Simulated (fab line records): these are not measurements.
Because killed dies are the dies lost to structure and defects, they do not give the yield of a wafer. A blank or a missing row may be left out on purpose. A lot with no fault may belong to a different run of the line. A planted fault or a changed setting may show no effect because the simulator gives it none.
fab line records | flow gf180mcu
record: lots: 5 wafers: 15 last-day: 32
route steps=602 shown DUAL_GATE@145 POLY_GATE@157 HV_LDD@176
lots that met no fault: taken from a fault-free run of the same line
start-h: hours from the record's first day to the start of the lot's first wafer shown | wait-h: hours elapsed since this lot's preceding step | " same as the row above | L1.1+2: a row that stands for several wafers | - no value, or no start was given | * or withheld: withheld | < > ~ a bound
route shown NAME@n: NAME is a module with steps in the file, n the number in the route of the first one | usual: the fault-free wafers' mean and standard deviation | same: alike in all rows | chamber/n: place in a boat | sites: each site's reading | _std_site: the standard deviation of these | _edge_site: inner sites' mean taken away from outer sites' mean | radius-mm: how far each site lies from the wafer's centre | mask NAME#n: copy n | behind: the most recent tool/chamber to have shaped the wafer | hold: the reason the lot was held/the length of the hold in hours/how it ended | device: transistor that didn't switch, given as n, p or np | end of line: tests of these same wafers at the route's end | for a step that has no rows: nothing shown but its recipe | killed: dies lost to structure and defects at the first sort, not the wafer's yield | map: dies across one wafer; x = killed, . = not, _ = none there
set.NAME: the setting the step ran with; set.NAME@STEP: the setting that earlier step ran with | model.NAME: the simulator's own value behind a step, which no gauge read
lots at selected steps of the route; one table per step, one row per wafer
services: from which hour (start-h, from the record's first day; less than 0 if before it) a tool's chamber was out of use, for how many hours, and why
== steps ==
step: GF_DUAL_GATE_DEHYDRATE_04
recipe: temp-c: 200 time-s: 60
usual: plate-temp-C: 200.03/0.16
columns lot.wafer tool chamber start-h wait-h plate-temp-C
L075.1 litho-track-01 0 175.52 7.5 199.75
L075.2 " 0 " " 200.11
L075.6 " 0 " " 200.04
L078.2 litho-track-03 0 194.40 7.5 200.17
L078.4 " 0 " " 199.90
L078.5 " 0 " " 199.91
L088.3 litho-track-01 0 262.17 9.3 200.07
L088.4 " 0 " " 200.06
L088.5 " 0 " " 200.24
L089.3 litho-track-04 0 266.57 9.4 200.18
L089.4 " 0 " " 200.27
L089.5 " 0 " " 199.98
L090.2 litho-track-01 0 272.85 8.3 199.97
L090.4 " 0 " " 199.96
L090.6 " 0 " " 200.24
step: GF_DUAL_GATE_HMDS_05
recipe: prime-time-s: 60 prime-temp-c: 120
columns lot.wafer tool chamber start-h wait-h
L075.1+2+6 litho-track-01 0 175.67 0.1
L078.2+4+5 litho-track-03 0 194.55 0.1
L088.3+4+5 litho-track-01 0 262.32 0.1
L089.3+4+5 litho-track-04 0 266.72 0.1
L090.2+4+6 litho-track-01 0 273.00 0.1
step: GF_DUAL_GATE_COAT_06
recipe: resist: NOVOLAK spin-rpm: 3000 resist-thk-nm: 1000
columns lot.wafer tool chamber start-h wait-h
L075.1+2+6 litho-track-01 0 175.82 0.1
L078.2+4+5 litho-track-03 0 194.70 0.1
L088.3+4+5 litho-track-01 0 262.47 0.1
L089.3+4+5 litho-track-04 0 266.87 0.1
L090.2+4+6 litho-track-01 0 273.15 0.1
step: GF_DUAL_GATE_SOFTBAKE_07
recipe: temp-c: 90 time-s: 60 resist: NOVOLAK
usual: plate-temp-C: 89.99/0.11
columns lot.wafer tool chamber start-h wait-h plate-temp-C
L075.1 litho-track-01 0 175.97 0.1 89.94
L075.2 " 0 " " 89.82
L075.6 " 0 " " 89.85
L078.2 litho-track-03 0 194.85 0.1 89.88
L078.4 " 0 " " 89.89
L078.5 " 0 " " 89.88
L088.3 litho-track-01 0 262.62 0.1 89.98
L088.4 " 0 " " 90.04
L088.5 " 0 " " 89.91
L089.3 litho-track-04 0 267.02 0.1 89.92
L089.4 " 0 " " 90.15
L089.5 " 0 " " 89.98
L090.2 litho-track-01 0 273.30 0.1 89.83
L090.4 " 0 " " 89.99
L090.6 " 0 " " 90.05
step: GF_DUAL_GATE_EXPOSE_08
recipe: mask-id: Dualgate target-cd-nm: 700 na: 0.6 source-shape: conventional sigma-outer: 0.6 dose-mj: 140
same: na: 0.6
columns lot.wafer tool chamber start-h wait-h mask
L075.1+2+6 iline-stepper-02 0 - - Dualgate#0
L078.2+4+5 iline-stepper-02 0 - - Dualgate#0
L088.3+4+5 iline-stepper-01 0 - - Dualgate#0
L089.3+4+5 iline-stepper-01 0 - - Dualgate#0
L090.2+4+6 iline-stepper-02 0 - - Dualgate#0
step: GF_DUAL_GATE_PEB_09
recipe: temp-c: withheld time-s: * resist: NOVOLAK
columns lot.wafer tool chamber start-h wait-h
L075.1+2+6 litho-track-04 0 - -
L078.2+4+5 litho-track-04 0 - -
L088.3+4+5 litho-track-04 0 - -
L089.3+4+5 litho-track-03 0 - -
L090.2+4+6 litho-track-03 0 - -
step: GF_DUAL_GATE_DEVELOP_10
recipe: develop-time-s: 60 dev-temp-c: 23
same: develop-time-s: 60
columns lot.wafer tool chamber start-h wait-h
L075.1+2+6 litho-track-04 0 184.52 0.1
L078.2+4+5 litho-track-04 0 203.25 0.1
L088.3+4+5 litho-track-04 0 271.42 0.1
L089.3+4+5 litho-track-03 0 275.87 0.1
L090.2+4+6 litho-track-03 0 283.20 0.1
step: GF_DUAL_GATE_OVL_MEAS_11
usual: DUAL_GATE_OVL: 0.2/1.4
columns lot.wafer tool chamber start-h wait-h DUAL_GATE_OVL[nm]
L075.1 overlay-02 - 184.67 0.1 0.1
L075.2 " - " " 0.6
L075.6 " - " " 0.8
L078.2 overlay-02 - 203.38 0.1 -1.2
L078.4 " - " " 1.0
L078.5 " - " " -0.8
L088.3 overlay-02 - 271.53 0.1 1.6
L088.4 " - " " 1.2
L088.5 " - " " 2.2
L089.3 overlay-02 - 275.99 0.1 0.8
L089.4 " - " " 2.0
L089.5 " - " " 4.2
L090.2 overlay-02 - 283.33 0.1 0.8
L090.4 " - " " -1.1
L090.6 " - " " -1.3
step: GF_DUAL_GATE_WET_ETCH_12
recipe: chemistry: dHF target-depth-nm: 13 dry: n2-spin target: SiO2 temp-c: 25 dilution: 100:1 time-s: 260
columns lot.wafer tool chamber start-h wait-h
L075.1+2+6 wet-bench-04 1 184.71 0.0
L078.2+4+5 wet-bench-03 3 203.41 0.0
L088.3+4+5 wet-bench-03 3 271.56 0.0
L089.3+4+5 wet-bench-04 1 276.01 0.0
L090.2+4+6 wet-bench-01 1 283.36 0.0
step: GF_DUAL_GATE_STRIP_13
recipe: chemistry: O2/N2 power-w: 1400 pressure-mtorr: 1500 platen-temp-c: 250 o2-flow-sccm: 3000 n2-flow-sccm: 300 overash-fraction: 0.5
usual: drypump-motor-current-A: 5.4/0.32 heater-power-w: 347/52 oes-product-au: 0.716/0.0047 strip-time-to-endpoint-s: 12.64/0.04
columns lot.wafer tool chamber start-h wait-h drypump-motor-current-A heater-power-w oes-product-au rf-hours-counter-h strip-time-to-endpoint-s
L075.1 plasma-asher-03 1 184.79 0.0 5.4 317 0.719 7 12.67
L075.2 " 0 " " 5.0 430 0.717 7 12.71
L075.6 " 0 " " 5.0 441 0.723 - 12.67
L078.2 plasma-asher-03 0 203.49 0.0 5.0 435 0.707 9 12.68
L078.4 " 1 " " 5.4 317 0.705 - 12.70
L078.5 " 1 " " 5.4 324 0.707 - 12.66
L088.3 plasma-asher-02 0 271.75 0.0 5.7 280 0.717 - 12.65
L088.4 " 1 " " 5.8 342 0.712 - 12.66
L088.5 " 1 " " 5.8 344 0.719 - 12.68
L089.3 plasma-asher-02 1 276.13 0.0 5.8 351 0.713 - 12.64
L089.4 " 0 " " 5.7 284 0.706 - 12.67
L089.5 " 0 " " 5.7 284 0.716 - 12.66
L090.2 plasma-asher-03 0 283.44 0.0 5.0 447 0.719 16 12.63
L090.4 " 0 " " 5.0 450 0.719 - 12.67
L090.6 " 0 " " 5.0 430 0.704 - 12.65
step: GF_DUAL_GATE_CLEAN_14
recipe: chemistry: SC1/SC2 mix: 1:4:20 temp-c: 70 time-s: 150 dry: n2-spin
columns lot.wafer tool chamber start-h wait-h
L075.1+2+6 wet-bench-03 1 184.89 0.1
L078.2+4+5 wet-bench-01 3 203.59 0.1
L088.3+4+5 wet-bench-04 2 271.82 0.0
L089.3+4+5 wet-bench-01 2 276.20 0.0
L090.2+4+6 wet-bench-04 1 283.54 0.1
step: GF_DUAL_GATE_OXIDATION_15
recipe: temp-c: 850 ambient: O2 stabilise-s: 600 purge-s: 300 target-thk-a: 70.98 ox-time-s: 1995
usual: zone-power-upper-pct: 16.0/0.88
same: purge-s: 300
columns lot.wafer tool chamber start-h wait-h zone-power-upper-pct
L075.1 furnace-02 0 186.57 1.6 17.2
L075.2 " 0 " " 17.3
L075.6 " 0 " " 17.3
L078.2 furnace-01 0 205.75 2.1 15.5
L078.4 " 0 " " 15.3
L078.5 " 0 " " 15.5
L088.3 furnace-02 0 271.87 0.0 17.1
L088.4 " 0 " " 17.1
L088.5 " 0 " " 17.1
L089.3 furnace-02 0 276.51 0.3 17.1
L089.4 " 0 " " 17.1
L089.5 " 0 " " 17.3
L090.2 furnace-02 0 284.04 0.4 17.4
L090.4 " 0 " " 17.1
L090.6 " 0 " " 17.0
step: GF_POLY_GATE_CVD_00
recipe: material: poly-Si target-thk-nm: 200 temp-c: 620 time-s: 1200 pressure-mtorr: 200
usual: zone-power-upper-pct: 9.4/0.57
columns lot.wafer tool chamber start-h wait-h zone-power-upper-pct
L075.1 lpcvd-01 1 188.13 0.0 9.3
L075.2 " 1 " " 9.6
L075.6 " 1 " " 9.4
L078.2 lpcvd-01 1 207.30 0.0 9.3
L078.4 " 1 " " 9.2
L078.5 " 1 " " 9.4
L088.3 lpcvd-02 1 273.43 0.0 8.8
L088.4 " 1 " " 8.7
L088.5 " 1 " " 8.6
L089.3 lpcvd-02 0 278.07 0.0 10.2
L089.4 " 0 " " 10.1
L089.5 " 0 " " 10.1
L090.2 lpcvd-02 1 285.59 0.0 8.7
L090.4 " 1 " " 8.6
L090.6 " 1 " " 8.6
step: GF_POLY_GATE_THK_MEAS_01
recipe: reads: poly-Si_of_POLY_GATE_CVD_00
usual: POLY_GATE_CVD_00_THK: 200.5/1.6
columns lot.wafer tool chamber start-h wait-h POLY_GATE_CVD_00_THK[nm]
L075.1 film-metro-04 - 189.46 0.0 200.4
L075.2 " - " " 202.5
L075.6 " - " " 200.3
L078.2 film-metro-02 - 208.65 0.0 201.4
L078.4 " - " " 201.6
L078.5 " - " " 202.7
L088.3 film-metro-04 - 274.78 0.0 200.5
L088.4 " - " " 202.2
L088.5 " - " " 201.5
L089.3 film-metro-02 - 280.09 0.0 199.7
L089.4 " - " " 200.4
L089.5 " - " " 200.1
L090.2 film-metro-04 - 286.93 0.0 200.1
L090.4 " - " " 198.1
L090.6 " - " " 199.3
step: GF_POLY_GATE_DEHYDRATE_02
recipe: temp-c: 200 time-s: 60
usual: plate-temp-C: 199.99/0.14
columns lot.wafer tool chamber start-h wait-h plate-temp-C
L075.1 litho-track-04 0 196.92 7.5 199.92
L075.2 " 0 " " 199.94
L075.6 " 0 " " 199.89
L078.2 litho-track-01 0 216.00 7.3 200.07
L078.4 " 0 " " 200.25
L078.5 " 0 " " 200.00
L088.3 litho-track-01 0 284.07 9.3 200.26
L088.4 " 0 " " 199.96
L088.5 " 0 " " 200.17
L089.3 litho-track-01 0 289.27 9.2 199.94
L089.4 " 0 " " 200.08
L089.5 " 0 " " 199.94
L090.2 litho-track-04 0 296.05 9.1 200.06
L090.4 " 0 " " 199.92
L090.6 " 0 " " 199.93
step: GF_POLY_GATE_HMDS_03
recipe: prime-time-s: 60 prime-temp-c: 120
columns lot.wafer tool chamber start-h wait-h
L075.1+2+6 litho-track-04 0 197.07 0.1
L078.2+4+5 litho-track-01 0 216.15 0.1
L088.3+4+5 litho-track-01 0 284.22 0.1
L089.3+4+5 litho-track-01 0 289.42 0.1
L090.2+4+6 litho-track-04 0 296.20 0.1
step: GF_POLY_GATE_COAT_04
recipe: resist: BARC temp-c: withheld time-s: withheld spin-rpm: withheld resist-thk-nm: withheld
columns lot.wafer tool chamber start-h wait-h
L075.1+2+6 litho-track-04 0 197.22 0.1
L078.2+4+5 litho-track-01 0 216.30 0.1
L088.3+4+5 litho-track-01 0 284.37 0.1
L089.3+4+5 litho-track-01 0 289.57 0.1
L090.2+4+6 litho-track-04 0 296.35 0.1
step: GF_POLY_GATE_COAT_05
recipe: resist: KrF spin-rpm: withheld resist-thk-nm: 700
columns lot.wafer tool chamber start-h wait-h
L075.1+2+6 litho-track-04 0 - -
L078.2+4+5 litho-track-01 0 - -
L088.3+4+5 litho-track-01 0 - -
L089.3+4+5 litho-track-01 0 - -
L090.2+4+6 litho-track-04 0 - -
step: GF_POLY_GATE_SOFTBAKE_06
recipe: temp-c: 130 time-s: 60 resist: KrF
usual: plate-temp-C: 129.99/0.12
columns lot.wafer tool chamber start-h wait-h plate-temp-C
L075.1 litho-track-04 0 - - 129.95
L075.2 " 0 " " 129.97
L075.6 " 0 " " 129.94
L078.2 litho-track-01 0 - - 130.02
L078.4 " 0 " " 130.01
L078.5 " 0 " " 129.92
L088.3 litho-track-01 0 - - 129.81
L088.4 " 0 " " 129.85
L088.5 " 0 " " 129.96
L089.3 litho-track-01 0 - - 129.94
L089.4 " 0 " " 130.08
L089.5 " 0 " " 130.15
L090.2 litho-track-04 0 - - 129.88
L090.4 " 0 " " 129.93
L090.6 " 0 " " 130.03
step: GF_POLY_GATE_EXPOSE_07
recipe: mask-id: Poly2 target-cd-nm: 280 na: 0.68 source-shape: conventional sigma-outer: 0.6 dose-mj: 28
same: na: 0.68
columns lot.wafer tool chamber start-h wait-h mask
L075.1+2+6 krf-scanner-01 0 - - Poly2#0
L078.2+4+5 krf-scanner-02 0 - - Poly2#0
L088.3+4+5 krf-scanner-02 0 - - Poly2#0
L089.3+4+5 krf-scanner-01 0 - - Poly2#0
L090.2+4+6 krf-scanner-02 0 - - Poly2#0
step: GF_POLY_GATE_PEB_08
recipe: peb-temp-c: 135 peb-time-s: 90 resist: KrF
usual: plate-temp-C: 135.03/0.14
columns lot.wafer tool chamber start-h wait-h plate-temp-C
L075.1 litho-track-02 0 - - 135.01
L075.2 " 0 " " 135.12
L075.6 " 0 " " 134.98
L078.2 litho-track-01 0 - - 135.25
L078.4 " 0 " " 135.10
L078.5 " 0 " " 135.22
L088.3 litho-track-01 0 - - 135.13
L088.4 " 0 " " 135.23
L088.5 " 0 " " 135.09
L089.3 litho-track-01 0 - - 134.97
L089.4 " 0 " " 134.73
L089.5 " 0 " " 134.93
L090.2 litho-track-04 0 - - 135.23
L090.4 " 0 " " 134.97
L090.6 " 0 " " 134.84
step: GF_POLY_GATE_DEVELOP_09
recipe: develop-time-s: 60 resist: KrF dev-temp-c: 21
same: develop-time-s: 60
columns lot.wafer tool chamber start-h wait-h
L075.1+2+6 litho-track-02 0 206.27 0.2
L078.2+4+5 litho-track-01 0 225.05 0.2
L088.3+4+5 litho-track-01 0 293.97 0.1
L089.3+4+5 litho-track-01 0 299.92 0.1
L090.2+4+6 litho-track-04 0 306.55 0.2
step: GF_POLY_GATE_CD_MEAS_10
recipe: target-cd-nm: 280
usual: cd-nm: 280.0/1.1
columns lot.wafer tool chamber start-h wait-h cd-nm
L075.1 cd-sem-01 - 206.42 0.1 280.1
L075.2 " - " " 280.1
L075.6 " - " " 280.8
L078.2 cd-sem-01 - 225.19 0.1 280.7
L078.4 " - " " 281.3
L078.5 " - " " 281.9
L088.3 cd-sem-02 - 294.11 0.1 279.4
L088.4 " - " " 280.5
L088.5 " - " " 279.2
L089.3 cd-sem-01 - 300.06 0.1 278.6
L089.4 " - " " 280.5
L089.5 " - " " 279.2
L090.2 cd-sem-02 - 306.69 0.1 281.2
L090.4 " - " " 278.9
L090.6 " - " " 280.5
step: GF_POLY_GATE_OVL_MEAS_11
usual: POLY_GATE_OVL: 0/5.6
columns lot.wafer tool chamber start-h wait-h POLY_GATE_OVL[nm]
L075.1 overlay-01 - 206.54 0.1 6
L075.2 " - " " -5
L075.6 " - " " -6
L078.2 overlay-02 - 225.30 0.1 -1
L078.4 " - " " 4
L078.5 " - " " -5
L088.3 overlay-02 - 294.20 0.1 -12
L088.4 " - " " -11
L088.5 " - " " -1
L089.3 overlay-01 - 300.15 0.1 -7
L089.4 " - " " 5
L089.5 " - " " 0
L090.2 overlay-02 - 306.80 0.1 5
L090.4 " - " " 3
L090.6 " - " " 8
step: GF_POLY_GATE_ETCH_12
recipe: chemistry: N2/H2 target-depth-a: withheld overetch-a: withheld time-s: withheld target: BARC ion-energy-ev: 200 source-w: 500 bias-w: 100 pressure-mtorr: 30 n2-flow-sccm: 100 h2-flow-sccm: 200
usual: drypump-motor-current-A: 6.0/0.4 h2-flow-sccm: 200.0/0.56 oes-product-au: 0.736/0.0048 throttle-valve-pct: 13.212/0.0084
columns lot.wafer tool chamber start-h wait-h drypump-motor-current-A h2-flow-sccm oes-product-au throttle-valve-pct
L075.1 rie-diel-03 3 206.57 0.0 5.7 200.2 0.742 13.205
L075.2 " 2 " " 6.4 200.5 0.741 13.208
L075.6 " 3 " " 5.7 199.4 0.741 13.210
L078.2 rie-diel-03 3 225.33 0.0 5.7 200.2 0.739 13.215
L078.4 " 1 " " 5.6 199.6 0.735 13.216
L078.5 " 3 " " 5.7 199.1 0.738 13.224
L088.3 rie-diel-01 2 294.23 0.0 6.6 200.6 0.729 13.203
L088.4 " 1 " " 6.3 199.8 0.737 13.215
L088.5 " 2 " " 6.6 199.3 0.737 13.222
L089.3 rie-diel-02 0 300.18 0.0 5.7 199.3 0.736 13.211
L089.4 " 2 " " 6.0 200.2 0.736 13.220
L089.5 " 0 " " 5.7 199.7 0.737 13.202
L090.2 rie-diel-01 1 306.83 0.0 6.3 199.3 0.730 13.228
L090.4 " 0 " " 6.2 199.8 0.730 13.217
L090.6 " 3 " " 6.5 199.5 0.734 13.206
step: GF_POLY_GATE_ETCH_13
recipe: target: poly-Si target-depth-nm: 198.5 stop-on: SiO2 over-etch-frac: 0.403 chemistry: HBr/Cl2 icp-w: 400 bias-w: 100 pressure-mtorr: 10 HBr_flow_sccm: 150 Cl2_flow_sccm: 50 time-s: 69.6
usual: drypump-motor-current-A: 6.0/0.32 oes-product-au: 0.991/0.0093 throttle-valve-pct: 33.685/0.0098
columns lot.wafer tool chamber start-h wait-h drypump-motor-current-A oes-product-au rf-hours-counter-h throttle-valve-pct
L075.1 rie-si-02 0 206.62 - 6.1 0.998 79 33.676
L075.2 " 3 " " 5.6 1.013 58 33.686
L075.6 " 2 " " 5.7 0.994 - 33.674
L078.2 rie-si-02 3 225.38 - 5.6 0.997 58 33.683
L078.4 " 0 " " 6.1 1.004 79 33.696
L078.5 " 3 " " 5.6 1.009 - 33.670
L088.3 rie-si-01 0 294.28 - 6.0 0.979 3 33.671
L088.4 " 2 " " 6.4 0.990 2 33.678
L088.5 " 0 " " 6.0 0.977 - 33.681
L089.3 rie-si-01 1 300.23 - 6.2 0.980 4 33.693
L089.4 " 0 " " 6.0 0.979 3 33.678
L089.5 " 1 " " 6.2 0.987 - 33.691
L090.2 rie-si-01 1 306.88 - 6.2 0.986 4 33.673
L090.4 " 0 " " 6.0 0.978 3 33.689
L090.6 " 2 " " 6.4 0.997 - 33.699
step: GF_POLY_GATE_STRIP_14
recipe: chemistry: O2/N2 power-w: 1400 pressure-mtorr: 1500 platen-temp-c: 250 o2-flow-sccm: 3000 n2-flow-sccm: 300 overash-fraction: 0.5
usual: drypump-motor-current-A: 5.3/0.32 heater-power-w: 365/46 oes-product-au: 0.505/0.0053
columns lot.wafer tool chamber start-h wait-h drypump-motor-current-A heater-power-w oes-product-au rf-hours-counter-h
L075.1 plasma-asher-04 1 206.68 0.0 4.9 332 0.508 39
L075.2 " 0 " " 5.5 389 0.501 39
L075.6 " 1 " " 4.9 328 0.502 -
L078.2 plasma-asher-04 1 225.43 0.0 4.9 322 0.496 42
L078.4 " 1 " " 4.9 331 0.506 -
L078.5 " 0 " " 5.6 387 0.502 -
L088.3 plasma-asher-04 1 294.37 0.1 4.9 322 0.507 -
L088.4 " 0 " " 5.5 389 0.502 -
L088.5 " 1 " " 4.9 332 0.508 -
L089.3 plasma-asher-04 1 300.32 0.1 4.9 325 0.498 -
L089.4 " 0 " " 5.5 390 0.506 -
L089.5 " 1 " " 4.9 334 0.502 -
L090.2 plasma-asher-04 0 306.93 0.0 5.5 388 0.509 50
L090.4 " 1 " " 4.9 327 0.512 -
L090.6 " 1 " " 4.9 324 0.506 -
step: GF_POLY_GATE_CLEAN_15
recipe: chemistry: SC1/SC2 mix: 1:4:20 temp-c: 70 time-s: 150 dry: n2-spin
columns lot.wafer tool chamber start-h wait-h
L075.1+2+6 wet-bench-02 0 206.78 0.1
L078.2+4+5 wet-bench-04 0 225.53 0.1
L088.3+4+5 wet-bench-02 1 294.43 0.0
L089.3+4+5 wet-bench-04 0 300.38 0.0
L090.2+4+6 wet-bench-01 2 307.03 0.1
step: GF_POLY_GATE_OXIDATION_16
recipe: temp-c: 850 ambient: O2 stabilise-s: 600 purge-s: 300 target-thk-a: 40 ox-time-s: 899
usual: zone-power-upper-pct: 15.9/0.83
same: purge-s: 300
columns lot.wafer tool chamber start-h wait-h zone-power-upper-pct
L075.1 furnace-01 0 214.32 7.5 15.4
L075.2 " 0 " " 15.4
L075.6 " 0 " " 15.5
L078.2 furnace-01 0 229.40 3.8 15.4
L078.4 " 0 " " 15.1
L078.5 " 0 " " 15.2
L088.3 furnace-02 0 294.48 0.0 17.4
L088.4 " 0 " " 17.1
L088.5 " 0 " " 17.7
L089.3 furnace-01 0 301.14 0.7 15.3
L089.4 " 0 " " 15.2
L089.5 " 0 " " 15.3
L090.2 furnace-01 0 307.09 0.0 15.4
L090.4 " 0 " " 15.3
L090.6 " 0 " " 15.3
step: GF_POLY_GATE_THK_MEAS_17
recipe: reads: SiO2_of_POLY_GATE_OXIDATION_16
usual: POLY_GATE_OXIDATION_THK: 4.00/0.078
columns lot.wafer tool chamber start-h wait-h POLY_GATE_OXIDATION_THK[nm]
L075.1 film-metro-03 - 215.57 0.0 4.11
L075.2 " - " " 4.16
L075.6 " - " " 4.08
L078.2 film-metro-04 - 230.66 0.0 4.11
L078.4 " - " " 4.06
L078.5 " - " " 4.05
L088.3 film-metro-03 - 295.75 0.0 3.86
L088.4 " - " " 3.90
L088.5 " - " " 3.89
L089.3 film-metro-02 - 302.41 0.0 4.03
L089.4 " - " " 4.05
L089.5 " - " " 4.09
L090.2 film-metro-04 - 308.35 0.0 3.91
L090.4 " - " " 3.82
L090.6 " - " " 3.82
step: GF_POLY_GATE_CD_MEAS_18
usual: cd-nm: 280.3/1.7
columns lot.wafer tool chamber start-h wait-h cd-nm
L075.1 cd-sem-02 - 215.64 0.1 279.2
L075.2 " - " " 280.3
L075.6 " - " " 278.4
L078.2 cd-sem-02 - 230.84 0.2 279.2
L078.4 " - " " 281.0
L078.5 " - " " 279.0
L088.3 cd-sem-02 - 295.85 0.1 280.7
L088.4 " - " " 280.9
L088.5 " - " " 280.7
L089.3 cd-sem-02 - 302.51 0.1 280.0
L089.4 " - " " 280.6
L089.5 " - " " 280.4
L090.2 cd-sem-01 - 308.43 0.1 282.2
L090.4 " - " " 280.0
L090.6 " - " " 280.2
step: GF_HV_LDD_DEHYDRATE_00
recipe: temp-c: 200 time-s: 60
usual: plate-temp-C: 200.01/0.19
columns lot.wafer tool chamber start-h wait-h plate-temp-C
L075.1 litho-track-02 0 224.02 8.4 199.88
L075.2 " 0 " " 199.86
L075.6 " 0 " " 200.01
L078.2 litho-track-01 0 238.65 7.8 200.09
L078.4 " 0 " " 199.92
L078.5 " 0 " " 199.87
L088.3 litho-track-03 0 305.72 9.8 200.39
L088.4 " 0 " " 200.22
L088.5 " 0 " " 200.39
L089.3 litho-track-01 0 312.07 9.5 200.27
L089.4 " 0 " " 200.22
L089.5 " 0 " " 200.04
L090.2 litho-track-03 0 318.00 9.5 199.83
L090.4 " 0 " " 200.18
L090.6 " 0 " " 200.20
step: GF_HV_LDD_HMDS_01
recipe: prime-time-s: 60 prime-temp-c: 120
columns lot.wafer tool chamber start-h wait-h
L075.1+2+6 litho-track-02 0 224.17 0.1
L078.2+4+5 litho-track-01 0 238.80 0.1
L088.3+4+5 litho-track-03 0 305.87 0.1
L089.3+4+5 litho-track-01 0 312.22 0.1
L090.2+4+6 litho-track-03 0 318.15 0.1
step: GF_HV_LDD_COAT_02
recipe: resist: NOVOLAK spin-rpm: 3000 resist-thk-nm: 1000
columns lot.wafer tool chamber start-h wait-h
L075.1+2+6 litho-track-02 0 224.32 0.1
L078.2+4+5 litho-track-01 0 238.95 0.1
L088.3+4+5 litho-track-03 0 306.02 0.1
L089.3+4+5 litho-track-01 0 312.37 0.1
L090.2+4+6 litho-track-03 0 318.30 0.1
step: GF_HV_LDD_SOFTBAKE_03
recipe: temp-c: 90 time-s: 60 resist: NOVOLAK
usual: plate-temp-C: 90.03/0.11
columns lot.wafer tool chamber start-h wait-h plate-temp-C
L075.1 litho-track-02 0 224.47 0.1 90.11
L075.2 " 0 " " 89.89
L075.6 " 0 " " 89.92
L078.2 litho-track-01 0 239.10 0.1 89.95
L078.4 " 0 " " 89.95
L078.5 " 0 " " 89.84
L088.3 litho-track-03 0 306.17 0.1 90.11
L088.4 " 0 " " 89.99
L088.5 " 0 " " 89.96
L089.3 litho-track-01 0 312.52 0.1 89.94
L089.4 " 0 " " 90.09
L089.5 " 0 " " 89.99
L090.2 litho-track-03 0 318.45 0.1 90.12
L090.4 " 0 " " 90.03
L090.6 " 0 " " 90.11
step: GF_HV_LDD_EXPOSE_04
recipe: mask-id: Nplus_LV_AREA target-cd-nm: 400 na: 0.6 source-shape: conventional sigma-outer: 0.6 dose-mj: 140
same: na: 0.6
columns lot.wafer tool chamber start-h wait-h mask
L075.1+2+6 iline-stepper-01 0 - - Nplus_LV_AREA#0
L078.2+4+5 iline-stepper-01 0 - - Nplus_LV_AREA#0
L088.3+4+5 iline-stepper-02 0 - - Nplus_LV_AREA#0
L089.3+4+5 iline-stepper-02 0 - - Nplus_LV_AREA#0
L090.2+4+6 iline-stepper-01 0 - - Nplus_LV_AREA#0
step: GF_HV_LDD_PEB_05
recipe: temp-c: withheld time-s: * resist: NOVOLAK
columns lot.wafer tool chamber start-h wait-h
L075.1+2+6 litho-track-01 0 - -
L078.2+4+5 litho-track-02 0 - -
L088.3+4+5 litho-track-02 0 - -
L089.3+4+5 litho-track-02 0 - -
L090.2+4+6 litho-track-03 0 - -
step: GF_HV_LDD_DEVELOP_06
recipe: develop-time-s: 60 dev-temp-c: 23
same: develop-time-s: 60
columns lot.wafer tool chamber start-h wait-h
L075.1+2+6 litho-track-01 0 232.77 0.1
L078.2+4+5 litho-track-02 0 247.79 0.1
L088.3+4+5 litho-track-02 0 316.12 0.1
L089.3+4+5 litho-track-02 0 323.07 0.1
L090.2+4+6 litho-track-03 0 328.90 0.1
step: GF_HV_LDD_CD_MEAS_07
recipe: target-cd-nm: 400
usual: cd-nm: 400.3/1.8
columns lot.wafer tool chamber start-h wait-h cd-nm
L075.1 cd-sem-02 - 232.92 0.1 396.8
L075.2 " - " " 397.7
L075.6 " - " " 398.1
L078.2 cd-sem-02 - 247.94 0.1 396.6
L078.4 " - " " 397.3
L078.5 " - " " 399.6
L088.3 cd-sem-01 - 316.26 0.1 400.9
L088.4 " - " " 401.6
L088.5 " - " " 399.4
L089.3 cd-sem-01 - 323.21 0.1 403.2
L089.4 " - " " 402.8
L089.5 " - " " 402.9
L090.2 cd-sem-01 - 329.04 0.1 402.7
L090.4 " - " " 399.9
L090.6 " - " " 400.1
step: GF_HV_LDD_OVL_MEAS_08
usual: HV_LDD_OVL: -0.1/1.4
columns lot.wafer tool chamber start-h wait-h HV_LDD_OVL[nm]
L075.1 overlay-02 - 233.04 0.1 2.0
L075.2 " - " " 1.6
L075.6 " - " " 0.6
L078.2 overlay-01 - 248.04 0.1 -1.4
L078.4 " - " " -1.9
L078.5 " - " " -2.2
L088.3 overlay-01 - 316.35 0.1 -1.0
L088.4 " - " " 0.0
L088.5 " - " " -1.1
L089.3 overlay-01 - 323.30 0.1 -1.2
L089.4 " - " " -1.2
L089.5 " - " " -0.2
L090.2 overlay-01 - 329.15 0.1 1.6
L090.4 " - " " -0.1
L090.6 " - " " 0.5
step: GF_HV_LDD_IMPLANT_09
recipe: species: As energy-kev: 40 dose-cm2: 1e+14 tilt-deg: 7
usual: beam-on-s: 9.98/0.2
columns lot.wafer tool chamber start-h wait-h beam-on-s
L075.1 implanter-02 0 233.08 0.0 9.90
L075.2 " 0 " " 10.28
L075.6 " 0 " " 10.16
L078.2 implanter-04 0 248.10 0.0 9.95
L078.4 " 0 " " 10.10
L078.5 " 0 " " 10.13
L088.3 implanter-04 0 316.42 0.1 9.60
L088.4 " 0 " " 10.25
L088.5 " 0 " " 10.08
L089.3 implanter-04 0 323.37 0.1 10.26
L089.4 " 0 " " 10.10
L089.5 " 0 " " 9.99
L090.2 implanter-02 0 329.20 0.0 9.33
L090.4 " 0 " " 10.18
L090.6 " 0 " " 9.87
== services ==
columns tool chamber start-h hours kind
iline-stepper-02 - 159.84 8.9 pm
krf-scanner-02 - 167.29 1.3 pm
iline-stepper-02 - 168.73 1.7 pm
krf-scanner-02 - 168.89 2.6 repair
rie-si-02 - 169.90 0.1 repair
krf-scanner-01 - 191.34 2.1 repair
furnace-01 - 191.59 9.1 repair
furnace-01 - 200.67 3.7 pm
lpcvd-02 - 200.88 1.3 repair
krf-scanner-01 - 201.45 0.8 pm
implanter-02 - 201.56 7.7 pm
krf-scanner-02 - 203.78 1.0 pm
krf-scanner-02 - 205.76 0.7 repair
plasma-asher-03 - 207.45 6.0 repair
krf-scanner-01 - 209.21 0.3 repair
implanter-04 - 232.58 1.9 pm
rie-si-01 - 243.00 0.2 repair
krf-scanner-02 - 247.97 0.5 repair
iline-stepper-01 - 268.85 1.7 pm
krf-scanner-02 - 302.66 0.8 pm
plasma-asher-04 - 311.77 3.7 repair
furnace-02 - 314.79 3.2 pm
furnace-02 - 317.94 2.9 pm
plasma-asher-04 - 322.44 4.5 repair
== key ==
fault none
